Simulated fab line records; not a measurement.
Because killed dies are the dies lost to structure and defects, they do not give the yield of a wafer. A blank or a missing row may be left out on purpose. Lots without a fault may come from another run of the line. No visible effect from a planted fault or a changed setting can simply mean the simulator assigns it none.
Matching of chambers + flow gf180mcu + 4 sister chambers for GF_V5_CMP_04 on cmp-02
The step polishes SiO2. 16 wafers are shown with their chamber, then 8 later ones without.

== EACH WAFER AND ITS CHAMBER ==
| wafer  | chamber | slurry-filter-dp-kPa (kPa) | motor-current-A (A) |
|--------|---------|----------------------------|---------------------|
| L861.3 | 2       | 13.47                      | 11.3                |
| L861.4 | 0       | 13.37                      | 11.3                |
| L861.5 | 2       | 13.68                      | 12.1                |
| L862.1 | 1       | 13.61                      | 12.0                |
| L862.4 | 0       | 13.55                      | 12.1                |
| L862.5 | 3       | 13.53                      | 11.7                |
| L870.1 | 1       | 13.38                      | 12.0                |
| L870.3 | 0       | 13.23                      | 12.3                |
| L870.6 | 0       | 13.59                      | 12.1                |
| L875.1 | 0       | 13.51                      | 12.2                |
| L875.3 | 3       | 13.59                      | 11.4                |
| L875.5 | 0       | 13.55                      | 11.4                |
| L876.3 | 0       | 13.53                      | 11.5                |
| L876.4 | 3       | 13.64                      | 12.0                |
| L876.5 | 0       | 13.43                      | 12.0                |
| L877.3 | 1       | 13.43                      | 11.7                |

SIGNATURES, as means of the wafers listed above
| reading              | chamber 0 | chamber 1 | chamber 2 | chamber 3 | scatter within a chamber |
|----------------------|-----------|-----------|-----------|-----------|--------------------------|
| slurry-filter-dp-kPa | 13.4700   | 13.4733   | 13.5750   | 13.5867   | 0.115                    |
| motor-current-A      | 11.863    | 11.900    | 11.700    | 11.700    | 0.372                    |
Rule: for each reading, subtract the chamber's mean from the wafer's reading, divide by that reading's scatter and square the result; add these up over the readings and take the root, which gives the wafer's distance from the chamber. The wafer belongs to the nearest chamber; if the next one is less than 2 further off, it can't be placed. The scatter: take each reading less its chamber's mean, square it, sum over the shown wafers, divide by the number of wafers less the number of chambers, and take the root.

== WAFERS MISSING THEIR CHAMBER ==
| wafer  | slurry-filter-dp-kPa (kPa) | motor-current-A (A) |
|--------|----------------------------|---------------------|
| L877.4 | 13.47                      | 11.4                |
| L877.5 | 13.39                      | 12.6                |
| L880.3 | 13.61                      | 12.0                |
| L880.4 | 13.58                      | 11.7                |
| L880.5 | 13.60                      | 11.4                |
| L881.2 | 13.40                      | 11.2                |
| L881.3 | 13.61                      | 12.3                |
| L881.5 | 13.74                      | 11.8                |

== EACH ONE'S CHAMBER ==
| wafer  | from the rows above               | in truth |
|--------|-----------------------------------|----------|
| L877.4 | can't be placed: 2 or 0 or 3 or 1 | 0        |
| L877.5 | can't be placed: 1 or 0 or 2 or 3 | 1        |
| L880.3 | can't be placed: 3 or 2 or 1 or 0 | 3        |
| L880.4 | can't be placed: 2 or 3 or 0 or 1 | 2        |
| L880.5 | can't be placed: 3 or 2 or 0 or 1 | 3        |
| L881.2 | can't be placed: 0 or 1 or 2 or 3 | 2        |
| L881.3 | can't be placed: 1 or 3 or 2 or 0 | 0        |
| L881.5 | can't be placed: 3 or 2 or 1 or 0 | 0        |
0 of 8 placed correctly. From these rows, 8 cannot be placed; in 8 the true chamber is one of the candidates. 0 placed wrongly.
